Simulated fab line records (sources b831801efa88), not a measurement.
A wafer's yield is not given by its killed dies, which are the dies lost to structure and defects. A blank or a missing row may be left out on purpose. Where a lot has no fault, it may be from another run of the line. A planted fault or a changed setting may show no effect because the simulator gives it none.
fab line records	flow sky130
[record] lots = 24	wafers = 72	lastDay = 50
route steps=708 shown VT_ADJUST_HVTR@141 POLY_GATE@230 LOCAL_INTERCONNECT@402 CONTACT@432 VIA1@471
lots with no fault: from the same line, run without faults
startH: the number of hours between the record's first day and the start of the first shown wafer of the lot	waitH: time in hours since the lot's previous step	" unchanged from the row above	L1.1+2: several wafers, shown together as one row	- no value present, or no start provided	* or withheld: withheld	< > ~ a bound
route shown NAME@n: NAME is a module with steps in the file, n the number in the route of the first one	usual: mean and standard deviation over wafers with no fault	same: alike in all rows	chamber/n: place in a boat	sites: per-site readings	_std_site: their standard deviation	_edge_site: inner sites' mean taken away from outer sites' mean	radiusMm: for every site, how far away it sits from the centre of the wafer	mask NAME#n: copy n	behind: the tool/chamber that last shaped the wafer	hold: what put the lot on hold/how long, in hours/how the hold closed	device: the n, p or np transistor that did not switch	end of line: the same wafers' tests at the end of the route	a step without rows: its recipe alone	killed: at the first sort, the dies lost to defects and structure; wafer yield is something else	map: dies across one wafer; x = killed, . = not, _ = none there
set.NAME: the setting as run; set.NAME@STEP: as run at that earlier step	model.NAME: the simulator's own value behind a step, which no gauge read
steps of the route over a sample of lots; a table a step, a row a wafer
services: when a tool's chamber went out of use (startH, in hours from the record's first day, below 0 if earlier), for how many hours, and the reason
[[steps]]
[step SKY_VT_ADJUST_HVTR_STRIP_10]
[recipe] chemistry = O2/N2	powerW = 1400	pressureMtorr = 1500	platenTempC = withheld	o2FlowSccm = 3000	n2FlowSccm = 300	overashFraction = 0.5
[usual] drypumpMotorCurrentA = 5.9/0.37	oesProductAu = 0.716/0.0043	stripTimeToEndpointS = 14.21/0.04
lot.wafer	tool	chamber	startH	waitH	drypumpMotorCurrentA	oesProductAu	rfHoursCounterH	stripTimeToEndpointS
L074.1	plasmaAsher-04	0	212.58	0.1	5.4	0.717	51	14.18
L074.5	"	0	"	"	5.4	0.719	-	14.13
L074.6	"	1	"	"	5.8	0.715	-	14.18
L075.2	plasmaAsher-01	1	232.14	0.2	6.1	0.714	54	14.16
L075.4	"	1	"	"	6.1	0.710	-	14.14
L075.5	"	0	"	"	6.3	0.713	-	14.19
L077.4	plasmaAsher-04	0	232.42	0.1	5.4	0.715	-	14.27
L077.5	"	1	"	"	5.8	0.711	-	14.31
L077.6	"	0	"	"	5.4	0.714	-	14.27
L076.1	plasmaAsher-04	1	234.69	0.1	5.8	0.714	53	14.17
L076.2	"	0	"	"	5.4	0.721	53	14.18
L076.6	"	0	"	"	5.4	0.716	-	14.17
L079.1	plasmaAsher-03	0	249.37	0.1	6.2	0.728	13	14.25
L079.5	"	0	"	"	6.2	0.715	-	14.25
L079.6	"	1	"	"	5.4	0.707	-	14.24
L078.2	plasmaAsher-03	1	253.38	0.1	5.3	0.716	13	14.23
L078.4	"	0	"	"	6.2	0.717	-	14.17
L078.5	"	1	"	"	5.3	0.723	-	14.21
L080.1	plasmaAsher-03	0	253.64	0.1	6.2	0.714	13	14.22
L080.5	"	1	"	"	5.3	0.721	-	14.21
L080.6	"	0	"	"	6.2	0.722	-	14.21
L081.3	plasmaAsher-04	1	260.26	0.1	5.8	0.714	-	14.18
L081.4	"	0	"	"	5.4	0.715	-	14.19
L081.6	"	1	"	"	5.8	0.721	-	14.19
L082.1	plasmaAsher-01	1	260.49	0.1	6.1	0.719	57	14.18
L082.2	"	0	"	"	6.3	0.713	57	14.27
L082.4	"	0	"	"	6.3	0.714	-	14.23
L083.2	plasmaAsher-01	1	274.87	0.1	6.1	0.714	58	14.28
L083.4	"	1	"	"	6.1	0.716	-	14.23
L083.6	"	1	"	"	6.1	0.714	-	14.23
L084.1	plasmaAsher-03	0	276.27	0.1	6.2	0.713	15	14.23
L084.5	"	0	"	"	6.2	0.718	-	14.23
L084.6	"	1	"	"	5.3	0.721	-	14.23
L085.2	plasmaAsher-04	0	287.52	0.1	5.4	0.719	58	14.26
L085.4	"	1	"	"	5.8	0.705	-	14.27
L085.5	"	0	"	"	5.4	0.718	-	14.27
L086.2	plasmaAsher-04	0	292.82	0.1	5.4	0.712	59	14.29
L086.3	"	0	"	"	5.4	0.712	-	14.23
L086.6	"	0	"	"	5.4	0.716	-	14.25
L087.2	plasmaAsher-03	0	294.23	0.1	6.2	0.713	17	14.21
L087.3	"	1	"	"	5.3	0.718	-	14.20
L087.6	"	0	"	"	6.2	0.728	-	14.19
L088.1	plasmaAsher-01	0	314.94	0.1	6.3	0.713	62	14.23
L088.2	"	1	"	"	6.1	0.720	62	14.23
L088.3	"	0	"	"	6.3	0.715	-	14.18
L089.1	plasmaAsher-04	0	320.22	0.1	5.4	0.724	62	14.23
L089.5	"	0	"	"	5.4	0.721	-	14.21
L089.6	"	1	"	"	5.8	0.719	-	14.21
L090.1	plasmaAsher-01	1	329.82	0.1	6.1	0.724	64	14.23
L090.3	"	1	"	"	6.1	0.716	-	14.23
L090.6	"	1	"	"	6.1	0.717	-	14.21
L091.3	plasmaAsher-01	0	337.56	0.1	6.3	0.709	-	14.17
L091.5	"	0	"	"	6.3	0.719	-	14.16
L091.6	"	1	"	"	6.1	0.711	-	14.20
L092.2	plasmaAsher-01	0	340.32	0.1	6.3	0.707	65	14.18
L092.5	"	0	"	"	6.3	0.714	-	14.21
L092.6	"	1	"	"	6.1	0.709	-	14.19
L093.1	plasmaAsher-03	1	348.92	0.1	5.3	0.718	23	14.21
L093.2	"	0	"	"	6.2	0.715	23	14.19
L093.4	"	0	"	"	6.2	0.711	-	14.23
L094.1	plasmaAsher-04	0	357.47	0.1	5.4	0.718	65	14.18
L094.4	"	1	"	"	5.8	0.712	-	14.23
L094.5	"	0	"	"	5.4	0.713	-	14.20
L095.1	plasmaAsher-01	0	359.98	0.1	6.3	0.716	67	14.26
L095.5	"	1	"	"	6.1	0.712	-	14.29
L095.6	"	0	"	"	6.3	0.714	-	14.23
L096.2	plasmaAsher-04	0	368.84	0.1	5.4	0.714	66	14.16
L096.4	"	0	"	"	5.4	0.713	-	14.15
L096.5	"	0	"	"	5.4	0.718	-	14.15
L097.3	plasmaAsher-03	0	374.56	0.1	6.2	0.719	-	14.14
L097.4	"	1	"	"	5.3	0.711	-	14.15
L097.5	"	0	"	"	6.2	0.717	-	14.14
[step SKY_POLY_GATE_ETCH_16]
[recipe] stopOn = poly-Si	chemistry = CH3F/O2	target = Si3N4	sourceW = 400	biasW = 80	pressureMtorr = 25	ch3fFlowSccm = 40	O2_flow_sccm = 30	timeS = 147.5	targetDepthA = 750
[usual] drypumpMotorCurrentA = 6.0/0.5	oesProductAu = 0.641/0.0048	throttleValvePct = 10.535/0.0085
lot.wafer	tool	chamber	startH	waitH	drypumpMotorCurrentA	oesProductAu	rfHoursCounterH	throttleValvePct
L074.1	rieDiel-02	1	380.27	0.0	6.5	0.647	61	10.531
L074.5	"	3	"	"	5.2	0.644	-	10.520
L074.6	"	2	"	"	6.2	0.641	-	10.525
L075.2	rieDiel-03	2	404.77	0.0	5.8	0.638	13	10.532
L075.4	"	2	"	"	5.8	0.641	-	10.540
L075.5	"	1	"	"	6.3	0.638	-	10.526
L077.4	rieDiel-02	2	406.62	0.0	6.2	0.645	52	10.523
L077.5	"	1	"	"	6.5	0.643	-	10.542
L077.6	"	2	"	"	6.2	0.639	-	10.535
L076.1	rieDiel-03	1	407.10	0.0	6.3	0.639	4	10.545
L076.2	"	0	"	"	5.3	0.637	55	10.536
L076.6	"	1	"	"	6.3	0.642	-	10.551
L079.1	rieDiel-03	3	423.47	0.0	6.5	0.645	19	10.545
L079.5	"	2	"	"	5.8	0.646	-	10.526
L079.6	"	1	"	"	6.3	0.639	-	10.539
L080.1	rieDiel-01	2	430.01	0.0	6.1	0.634	24	10.539
L080.5	"	2	"	"	6.1	0.633	-	10.537
L080.6	"	3	"	"	5.1	0.643	-	10.528
L078.2	rieDiel-01	0	432.97	0.0	5.8	0.645	3	10.545
L078.4	"	2	"	"	6.1	0.639	24	10.527
L078.5	"	2	"	"	6.0	0.634	-	10.546
L081.3	rieDiel-03	0	441.06	0.0	5.2	0.633	55	10.535
L081.4	"	2	"	"	5.8	0.644	14	10.551
L081.6	"	3	"	"	6.5	0.636	-	10.527
L082.1	rieDiel-02	1	441.27	0.0	6.5	0.632	62	10.551
L082.2	"	0	"	"	5.8	0.640	1	10.547
L082.4	"	2	"	"	6.3	0.641	52	10.535
L083.2	rieDiel-02	0	462.06	0.0	5.8	0.639	1	10.547
L083.4	"	1	"	"	6.4	0.635	62	10.548
L083.6	"	0	"	"	5.8	0.635	-	10.535
L084.1	rieDiel-03	1	468.21	0.0	6.3	0.646	6	10.533
L084.5	"	1	"	"	6.3	0.639	-	10.539
L084.6	"	2	"	"	5.8	0.637	-	10.552
L085.2	rieDiel-03	0	477.51	0.0	5.3	0.642	56	10.547
L085.4	"	3	"	"	6.5	0.638	20	10.541
L085.5	"	0	"	"	5.2	0.640	-	10.524
L087.2	rieDiel-02	1	484.12	0.0	6.5	0.644	63	10.540
L087.3	"	2	"	"	6.3	0.638	53	10.530
L087.6	"	1	"	"	6.4	0.636	-	10.536
L086.2	rieDiel-01	2	485.62	0.0	6.1	0.643	25	10.542
L086.3	"	0	"	"	5.8	0.652	4	10.548
L086.6	"	1	"	"	6.6	0.638	-	10.546
L088.1	rieDiel-03	3	504.72	0.0	6.5	0.636	20	10.533
L088.2	"	0	"	"	5.3	0.642	57	10.545
L088.3	"	1	"	"	6.3	0.636	7	10.515
L089.1	rieDiel-01	0	511.96	0.0	5.8	0.643	5	10.536
L089.5	"	2	"	"	6.1	0.645	-	10.533
L089.6	"	1	"	"	6.7	0.644	-	10.536
L090.1	rieDiel-03	3	523.31	0.0	6.5	0.641	21	10.534
L090.3	"	1	"	"	6.3	0.645	7	10.542
L090.6	"	0	"	"	5.2	0.646	-	10.554
L091.3	rieDiel-01	1	526.32	0.0	6.7	0.654	28	10.529
L091.5	"	3	"	"	5.1	0.638	-	10.537
L091.6	"	2	"	"	6.1	0.643	-	10.537
L092.2	rieDiel-01	2	535.22	0.0	6.1	0.641	26	10.544
L092.5	"	1	"	"	6.7	0.650	-	10.526
L092.6	"	2	"	"	6.1	0.631	-	10.535
L093.1	rieDiel-03	0	541.46	0.0	5.3	0.641	58	10.550
L093.2	"	2	"	"	5.8	0.645	16	10.540
L093.4	"	1	"	"	6.2	0.643	8	10.528
L094.1	rieDiel-03	1	550.82	0.0	6.3	0.639	8	10.534
L094.4	"	3	"	"	6.5	0.646	21	10.536
L094.5	"	3	"	"	6.5	0.638	-	10.533
L095.1	rieDiel-01	2	554.11	0.0	6.1	0.641	27	10.546
L095.5	"	1	"	"	6.6	0.638	-	10.545
L095.6	"	0	"	"	5.8	0.636	-	10.522
L096.2	rieDiel-01	1	566.37	0.0	6.7	0.646	29	10.536
L096.4	"	2	"	"	6.1	0.635	27	10.542
L096.5	"	3	"	"	5.2	0.636	-	10.535
L097.3	rieDiel-01	1	570.47	0.0	6.7	0.640	29	10.536
L097.4	"	0	"	"	5.8	0.642	6	10.540
L097.5	"	2	"	"	6.1	0.644	-	10.535
[step SKY_POLY_GATE_ETCH_17]
[recipe] targetDepthNm = 180	stopOn = SiO2	overEtchFrac = 0.56667	chemistry = HBr/Cl2	target = poly-Si	icpW = 400	biasW = 100	pressureMtorr = 10	HBr_flow_sccm = 150	Cl2_flow_sccm = 50	timeS = 70.5
[usual] drypumpMotorCurrentA = 5.4/0.48	oesProductAu = 0.985/0.0076	throttleValvePct = 33.685/0.0094
[same] overEtchFrac = 0.56667
lot.wafer	tool	chamber	startH	waitH	drypumpMotorCurrentA	oesProductAu	rfHoursCounterH	throttleValvePct
L074.1	rieSi-02	2	380.37	0.0	4.8	0.991	1	33.699
L074.5	"	0	"	"	5.1	0.991	-	33.685
L074.6	"	1	"	"	5.5	1.001	-	33.669
L075.2	rieSi-01	0	404.87	0.0	5.2	0.993	4	33.683
L075.4	"	3	"	"	6.1	0.979	4	33.696
L075.5	"	1	"	"	5.8	0.974	-	33.692
L077.4	rieSi-02	0	406.72	0.0	5.0	0.980	4	33.694
L077.5	"	2	"	"	4.8	0.986	-	33.685
L077.6	"	1	"	"	5.5	0.993	-	33.657
L076.1	rieSi-01	3	407.20	0.0	6.1	0.989	4	33.684
L076.2	"	0	"	"	5.1	0.999	4	33.665
L076.6	"	1	"	"	5.8	0.993	-	33.665
L079.1	rieSi-01	2	423.57	0.0	6.0	0.986	0	33.688
L079.5	"	0	"	"	5.1	0.989	-	33.687
L079.6	"	3	"	"	6.1	0.975	-	33.686
L080.1	rieSi-02	1	430.11	0.0	5.5	0.994	6	33.698
L080.5	"	0	"	"	5.0	0.984	-	33.704
L080.6	"	3	"	"	4.8	0.981	-	33.699
L078.2	rieSi-01	1	433.07	0.0	5.8	0.982	55	33.689
L078.4	"	0	"	"	5.2	1.005	4	33.692
L078.5	"	1	"	"	5.8	0.986	-	33.689
L081.3	rieSi-02	1	441.16	0.0	5.5	0.992	6	33.671
L081.4	"	3	"	"	4.8	0.980	46	33.684
L081.6	"	0	"	"	5.0	0.979	-	33.682
L082.1	rieSi-01	2	441.37	0.0	5.9	0.977	1	33.689
L082.2	"	3	"	"	6.1	0.972	4	33.681
L082.4	"	0	"	"	5.2	0.979	4	33.680
L083.2	rieSi-01	2	462.16	0.0	6.0	0.982	1	33.683
L083.4	"	3	"	"	6.1	0.985	5	33.693
L083.6	"	1	"	"	5.7	0.977	-	33.679
L084.1	rieSi-01	0	468.31	0.0	5.1	0.995	4	33.680
L084.5	"	2	"	"	6.0	0.991	-	33.685
L084.6	"	1	"	"	5.8	0.989	-	33.688
L085.2	rieSi-01	2	477.61	0.0	6.0	0.989	1	33.685
L085.4	"	0	"	"	5.2	0.992	4	33.694
L085.5	"	1	"	"	5.8	0.995	-	33.685
L087.2	rieSi-02	3	484.22	0.0	4.8	0.987	46	33.682
L087.3	"	0	"	"	5.1	0.974	5	33.694
L087.6	"	3	"	"	4.8	0.979	-	33.681
L086.2	rieSi-01	1	485.72	0.0	5.7	0.975	55	33.682
L086.3	"	0	"	"	5.1	0.980	5	33.686
L086.6	"	2	"	"	6.0	0.982	-	33.687
L088.1	rieSi-02	3	504.82	0.0	4.8	0.981	46	33.693
L088.2	"	0	"	"	5.1	0.973	5	33.680
L088.3	"	2	"	"	4.8	0.980	2	33.671
L089.1	rieSi-01	3	512.06	0.0	6.1	0.976	5	33.696
L089.5	"	2	"	"	6.0	0.977	-	33.684
L089.6	"	3	"	"	6.1	0.982	-	33.698
L090.1	rieSi-02	0	523.41	0.0	5.1	0.981	5	33.686
L090.3	"	3	"	"	4.7	0.983	46	33.679
L090.6	"	1	"	"	5.5	0.987	-	33.674
L091.3	rieSi-01	2	526.42	0.0	6.0	0.975	1	33.685
L091.5	"	1	"	"	5.8	0.989	-	33.668
L091.6	"	0	"	"	5.2	0.990	-	33.687
L092.2	rieSi-02	2	535.32	0.0	4.8	0.995	2	33.702
L092.5	"	1	"	"	5.5	0.991	-	33.681
L092.6	"	0	"	"	5.1	0.981	-	33.680
L093.1	rieSi-01	3	541.56	0.0	6.1	0.982	5	33.687
L093.2	"	2	"	"	5.9	0.982	1	33.676
L093.4	"	1	"	"	5.8	0.984	0	33.688
L094.1	rieSi-02	1	550.92	0.0	5.5	0.987	6	33.698
L094.4	"	1	"	"	5.5	0.985	-	33.687
L094.5	"	2	"	"	4.8	0.983	-	33.688
L095.1	rieSi-01	1	554.21	0.0	5.8	0.972	0	33.683
L095.5	"	1	"	"	5.8	0.976	-	33.685
L095.6	"	2	"	"	6.0	0.972	-	33.672
L096.2	rieSi-02	0	566.47	0.0	5.0	0.989	5	33.688
L096.4	"	3	"	"	4.8	0.993	0	33.685
L096.5	"	2	"	"	4.8	0.988	-	33.692
L097.3	rieSi-01	0	570.57	0.0	5.2	0.971	5	33.683
L097.4	"	3	"	"	6.1	0.975	5	33.674
L097.5	"	0	"	"	5.2	0.980	-	33.683
[step SKY_LOCAL_INTERCONNECT_STRIP_15]
[recipe] chemistry = O2/N2	powerW = 1400	pressureMtorr = 1500	platenTempC = withheld	o2FlowSccm = 3000	n2FlowSccm = 300	overashFraction = 0.5
[usual] drypumpMotorCurrentA = 5.8/0.36	oesProductAu = 0.427/0.0042	stripTimeToEndpointS = 4.751/0.016
lot.wafer	tool	chamber	startH	waitH	drypumpMotorCurrentA	oesProductAu	rfHoursCounterH	stripTimeToEndpointS
L074.1	plasmaAsher-01	1	718.85	0.0	6.1	0.427	101	4.741
L074.5	"	1	"	"	6.1	0.432	-	4.743
L074.6	"	0	"	"	6.3	0.427	-	4.759
L075.2	plasmaAsher-03	0	738.20	0.0	6.2	0.431	63	4.734
L075.4	"	0	"	"	6.2	0.433	-	4.732
L075.5	"	0	"	"	6.2	0.427	-	4.743
L077.4	plasmaAsher-03	0	740.47	0.1	6.2	0.423	-	4.749
L077.5	"	1	"	"	5.3	0.434	-	4.754
L077.6	"	0	"	"	6.2	0.438	-	4.771
L076.1	plasmaAsher-04	1	743.35	0.0	5.8	0.421	32	4.762
L076.2	"	0	"	"	5.4	0.430	32	4.755
L076.6	"	0	"	"	5.4	0.425	-	4.743
L079.1	plasmaAsher-03	1	757.39	0.0	5.3	0.427	65	4.765
L079.5	"	0	"	"	6.2	0.432	-	4.748
L079.6	"	1	"	"	5.3	0.431	-	4.763
L080.1	plasmaAsher-04	1	759.80	0.0	5.8	0.429	33	4.726
L080.5	"	1	"	"	5.8	0.430	-	4.723
L080.6	"	0	"	"	5.4	0.424	-	4.735
L078.2	plasmaAsher-01	1	763.55	0.0	6.1	0.427	2	4.758
L078.4	"	0	"	"	6.4	0.431	-	4.735
L078.5	"	0	"	"	6.3	0.421	-	4.736
L081.3	plasmaAsher-04	1	768.97	0.1	5.8	0.423	-	4.752
L081.4	"	0	"	"	5.4	0.434	-	4.765
L081.6	"	1	"	"	5.8	0.429	-	4.744
L082.1	plasmaAsher-04	1	773.05	0.0	5.8	0.428	34	4.762
L082.2	"	0	"	"	5.4	0.421	34	4.748
L082.4	"	1	"	"	5.8	0.430	-	4.735
L083.2	plasmaAsher-04	1	788.83	0.0	5.8	0.432	37	4.779
L083.4	"	0	"	"	5.4	0.430	-	4.744
L083.6	"	0	"	"	5.4	0.429	-	4.751
L084.1	plasmaAsher-04	0	795.95	0.1	5.4	0.428	37	4.765
L084.5	"	1	"	"	5.8	0.426	-	4.770
L084.6	"	0	"	"	5.4	0.426	-	4.757
L085.2	plasmaAsher-04	1	804.52	0.0	5.8	0.425	39	4.767
L085.4	"	1	"	"	5.8	0.427	-	4.768
L085.5	"	0	"	"	5.4	0.430	-	4.777
L087.2	plasmaAsher-03	1	805.75	0.0	5.3	0.427	71	4.758
L087.3	"	0	"	"	6.2	0.427	-	4.731
L087.6	"	0	"	"	6.2	0.429	-	4.759
L086.2	plasmaAsher-03	0	807.00	0.0	6.2	0.426	71	4.756
L086.3	"	0	"	"	6.2	0.433	-	4.761
L086.6	"	1	"	"	5.3	0.430	-	4.737
L088.1	plasmaAsher-04	0	825.99	0.0	5.4	0.425	41	4.743
L088.2	"	1	"	"	5.8	0.423	41	4.759
L088.3	"	0	"	"	5.4	0.424	-	4.791
L089.1	plasmaAsher-04	1	830.24	0.0	5.8	0.431	42	4.770
L089.5	"	1	"	"	5.8	0.431	-	4.760
L089.6	"	0	"	"	5.4	0.417	-	4.751
L090.1	plasmaAsher-03	0	841.42	0.1	6.2	0.426	75	4.718
L090.3	"	1	"	"	5.3	0.424	-	4.718
L090.6	"	1	"	"	5.3	0.426	-	4.719
L091.3	plasmaAsher-04	1	841.69	0.1	5.8	0.425	-	4.751
L091.5	"	1	"	"	5.8	0.426	-	4.766
L091.6	"	0	"	"	5.4	0.427	-	4.744
L092.2	plasmaAsher-04	1	853.45	0.0	5.8	0.432	44	4.767
L092.5	"	1	"	"	5.8	0.427	-	4.739
L092.6	"	0	"	"	5.4	0.422	-	4.742
L093.1	plasmaAsher-03	1	857.40	0.0	5.3	0.426	77	4.743
L093.2	"	0	"	"	6.2	0.425	77	4.770
L093.4	"	1	"	"	5.4	0.421	-	4.735
L094.1	plasmaAsher-01	0	863.95	0.0	6.3	0.428	7	4.761
L094.4	"	0	"	"	6.3	0.430	-	4.766
L094.5	"	0	"	"	6.3	0.430	-	4.770
L095.1	plasmaAsher-01	0	866.39	0.0	6.3	0.418	7	4.782
L095.5	"	1	"	"	6.1	0.431	-	4.746
L095.6	"	0	"	"	6.3	0.423	-	4.781
L096.2	plasmaAsher-03	1	879.11	0.0	5.3	0.429	78	4.718
L096.4	"	1	"	"	5.3	0.431	-	4.729
L096.5	"	0	"	"	6.2	0.430	-	4.739
L097.3	plasmaAsher-04	1	883.19	0.1	5.8	0.424	-	4.748
L097.4	"	0	"	"	5.4	0.426	-	4.767
L097.5	"	0	"	"	5.5	0.430	-	4.742
[step SKY_CONTACT_THK_MEAS_26]
[recipe] thkMeasGauge = xrf	reads = W_of_CONTACT_CVD_24
[usual] CONTACT_W_THK = 345/6.8
lot.wafer	tool	chamber	startH	waitH	CONTACT_W_THK[nm]
L074.1	filmMetro-03	-	748.90	0.1	353
L074.5	"	-	"	"	355
L074.6	"	-	"	"	343
L075.2	filmMetro-02	-	767.67	0.1	355
L075.4	"	-	"	"	350
L075.5	"	-	"	"	350
L077.4	filmMetro-01	-	769.63	0.1	335
L077.5	"	-	"	"	331
L077.6	"	-	"	"	338
L076.1	filmMetro-01	-	772.65	0.1	335
L076.2	"	-	"	"	339
L076.6	"	-	"	"	339
L079.1	filmMetro-01	-	785.75	0.1	344
L079.5	"	-	"	"	345
L079.6	"	-	"	"	337
L080.1	filmMetro-03	-	789.05	0.1	349
L080.5	"	-	"	"	346
L080.6	"	-	"	"	350
L078.2	filmMetro-03	-	792.21	0.1	353
L078.4	"	-	"	"	355
L078.5	"	-	"	"	348
L081.3	filmMetro-01	-	798.14	0.1	337
L081.4	"	-	"	"	349
L081.6	"	-	"	"	339
L082.1	filmMetro-01	-	802.93	0.1	349
L082.2	"	-	"	"	338
L082.4	"	-	"	"	338
L083.2	filmMetro-01	-	817.90	0.1	337
L083.4	"	-	"	"	339
L083.6	"	-	"	"	353
L084.1	filmMetro-01	-	824.04	0.1	353
L084.5	"	-	"	"	337
L084.6	"	-	"	"	351
L085.2	filmMetro-02	-	832.50	0.1	345
L085.4	"	-	"	"	348
L085.5	"	-	"	"	349
L087.2	filmMetro-01	-	834.47	0.1	336
L087.3	"	-	"	"	344
L087.6	"	-	"	"	335
L086.2	filmMetro-03	-	835.77	0.1	344
L086.3	"	-	"	"	346
L086.6	"	-	"	"	340
L088.1	filmMetro-02	-	854.35	0.1	364
L088.2	"	-	"	"	347
L088.3	"	-	"	"	360
L089.1	filmMetro-03	-	859.51	0.1	353
L089.5	"	-	"	"	353
L089.6	"	-	"	"	348
L090.1	filmMetro-01	-	869.74	0.1	332
L090.3	"	-	"	"	332
L090.6	"	-	"	"	334
L091.3	filmMetro-03	-	870.08	0.1	343
L091.5	"	-	"	"	341
L091.6	"	-	"	"	346
L092.2	filmMetro-01	-	882.71	0.1	335
L092.5	"	-	"	"	338
L092.6	"	-	"	"	341
L093.1	filmMetro-02	-	885.91	0.1	346
L093.2	"	-	"	"	351
L093.4	"	-	"	"	343
L094.1	filmMetro-03	-	892.03	0.1	343
L094.4	"	-	"	"	344
L094.5	"	-	"	"	346
L095.1	filmMetro-03	-	894.10	0.1	340
L095.5	"	-	"	"	349
L095.6	"	-	"	"	350
L096.2	filmMetro-02	-	906.20	0.1	351
L096.4	"	-	"	"	348
L096.5	"	-	"	"	351
L097.3	filmMetro-01	-	910.83	0.1	341
L097.4	"	-	"	"	338
L097.5	"	-	"	"	332
[step SKY_VIA1_OVL_MEAS_13]
[usual] VIA1_OVL = -2/5.4
lot.wafer	tool	chamber	startH	waitH	VIA1_OVL[nm]
L074.1	overlay-02	-	804.50	0.1	-6
L074.5	"	-	"	"	-2
L074.6	"	-	"	"	2
L075.2	overlay-02	-	822.75	0.1	-2
L075.4	"	-	"	"	-11
L075.5	"	-	"	"	-11
L077.4	overlay-02	-	824.96	0.1	1
L077.5	"	-	"	"	-7
L077.6	"	-	"	"	-10
L076.1	overlay-02	-	828.10	0.1	-5
L076.2	"	-	"	"	0
L076.6	"	-	"	"	-2
L079.1	overlay-02	-	840.45	0.1	-8
L079.5	"	-	"	"	-7
L079.6	"	-	"	"	-4
L080.1	overlay-02	-	844.30	0.1	-2
L080.5	"	-	"	"	-5
L080.6	"	-	"	"	-3
L078.2	overlay-02	-	847.39	0.1	-4
L078.4	"	-	"	"	0
L078.5	"	-	"	"	-1
L081.3	overlay-02	-	852.66	0.1	1
L081.4	"	-	"	"	0
L081.6	"	-	"	"	3
L082.1	overlay-01	-	857.37	0.1	-3
L082.2	"	-	"	"	-8
L082.4	"	-	"	"	-8
L083.2	overlay-01	-	873.15	0.1	-4
L083.4	"	-	"	"	-6
L083.6	"	-	"	"	-5
L084.1	overlay-01	-	878.60	0.1	-1
L084.5	"	-	"	"	-7
L084.6	"	-	"	"	-2
L085.2	overlay-02	-	887.50	0.1	-4
L085.4	"	-	"	"	-3
L085.5	"	-	"	"	-9
L087.2	overlay-01	-	888.45	0.1	3
L087.3	"	-	"	"	1
L087.6	"	-	"	"	-1
L086.2	overlay-01	-	890.19	0.1	-5
L086.3	"	-	"	"	-6
L086.6	"	-	"	"	-2
L088.1	overlay-02	-	908.80	0.1	-5
L088.2	"	-	"	"	4
L088.3	"	-	"	"	-4
L089.1	overlay-02	-	912.54	0.1	3
L089.5	"	-	"	"	-1
L089.6	"	-	"	"	-5
L090.1	overlay-01	-	922.12	0.1	0
L090.3	"	-	"	"	3
L090.6	"	-	"	"	-5
L091.3	overlay-01	-	923.26	0.1	-1
L091.5	"	-	"	"	0
L091.6	"	-	"	"	-2
L092.2	overlay-02	-	935.49	0.1	-8
L092.5	"	-	"	"	2
L092.6	"	-	"	"	8
L093.1	overlay-02	-	938.60	0.1	2
L093.2	"	-	"	"	1
L093.4	"	-	"	"	9
L094.1	overlay-02	-	943.70	0.1	3
L094.4	"	-	"	"	-7
L094.5	"	-	"	"	-1
L095.1	overlay-02	-	945.84	0.1	1
L095.5	"	-	"	"	-3
L095.6	"	-	"	"	-3
L096.2	overlay-02	-	957.40	0.1	-2
L096.4	"	-	"	"	-4
L096.5	"	-	"	"	3
L097.3	overlay-01	-	962.06	0.1	5
L097.4	"	-	"	"	4
L097.5	"	-	"	"	11
[[services]]
tool	chamber	startH	hours	kind
rieSi-01	0	194.49	2.4	repair
plasmaAsher-04	-	241.42	2.8	pm
rieSi-01	-	257.46	2.8	pm
plasmaAsher-04	-	273.90	4.3	repair
plasmaAsher-01	-	308.13	2.1	repair
plasmaAsher-01	-	372.48	0.7	repair
rieSi-01	-	376.22	14.6	pm
rieSi-01	-	390.82	4.3	pm
plasmaAsher-04	-	421.25	9.0	pm
plasmaAsher-04	-	450.31	2.7	repair
plasmaAsher-01	-	501.71	4.3	pm
plasmaAsher-01	-	615.56	0.8	repair
plasmaAsher-01	-	622.96	10.0	pm
plasmaAsher-01	-	653.28	2.2	repair
plasmaAsher-01	-	671.20	1.5	repair
plasmaAsher-03	-	671.43	0.4	repair
plasmaAsher-01	-	733.75	9.0	pm
rieSi-01	2	763.36	5.5	repair
plasmaAsher-01	-	771.67	46.2	repair
rieSi-01	-	813.65	0.6	repair
rieSi-01	2	841.04	1.2	repair
plasmaAsher-03	-	859.73	2.8	pm
rieSi-01	-	868.30	0.4	repair
rieSi-01	-	878.13	0.2	repair
[[key]]
fault none
